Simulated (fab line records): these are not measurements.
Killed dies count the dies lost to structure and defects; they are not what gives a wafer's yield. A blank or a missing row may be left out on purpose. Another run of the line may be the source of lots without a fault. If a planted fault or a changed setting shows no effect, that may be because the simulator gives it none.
One fault through the eyes of 2 desks | flow sky130 | numbers are kept per desk, each desk with only its own; the story behind them comes last

TOOL OWNER'S DESK, furnace-02
The tool's own readings at SKY_GATE_OXIDE_OXIDATION_16 (stabilise 600 s, purge 300 s, target thk 3.57 nm): means of the sampled wafers that have a number, for each lot that ran on this tool. A lot is out of limits, marked OUT, if its mean lies more than 4 standard deviations from the usual mean; the brackets give that distance.
Columns: A = spike tc centre C at SKY_GATE_OXIDE_OXIDATION_16, usual 800.3 C
lot  | first seen here | A
L726 | day 17 16:55    | 799.7
L727 | day 17 16:55    | 799.7
L736 | day 22 15:04    | 800.8
This desk's verdict: no lot among the 3 shows anything out of limits.

METROLOGY DESK
Lot by lot, what the gauges showed, no matter which tool ran the lot: averages of those sampled wafers that carry a number. A lot is out of limits, marked OUT, if its mean lies more than 4 standard deviations from the usual mean; the brackets give that distance.
Columns: A = GATE_OXIDE_OVL at SKY_GATE_OXIDE_OVL_MEAS_10, usual 0.2 nm; B = GATE_OXIDE_TW at SKY_GATE_OXIDE_TW_MEAS_14, usual 221.9
lot  | first seen here | A    | B
L717 | day 14 03:11    | 0.3  | 217.8
L727 | day 17 14:25    | -0.5 | 220.2
L726 | day 17 14:43    | 0.9  | 222.5
L729 | day 18 20:22    | -0.1 | 223.6
L734 | day 22 05:50    | 1.7  | 219.2
L736 | day 22 14:34    | 0.7  | 222.2
This desk's verdict: no lot among the 6 shows anything out of limits.

ALL TOGETHER
The desk of the tool owner found nothing out of limits.
From the metrology desk's view, nothing was out of limits.

WHAT THE SIMULATOR HAD INSERTED
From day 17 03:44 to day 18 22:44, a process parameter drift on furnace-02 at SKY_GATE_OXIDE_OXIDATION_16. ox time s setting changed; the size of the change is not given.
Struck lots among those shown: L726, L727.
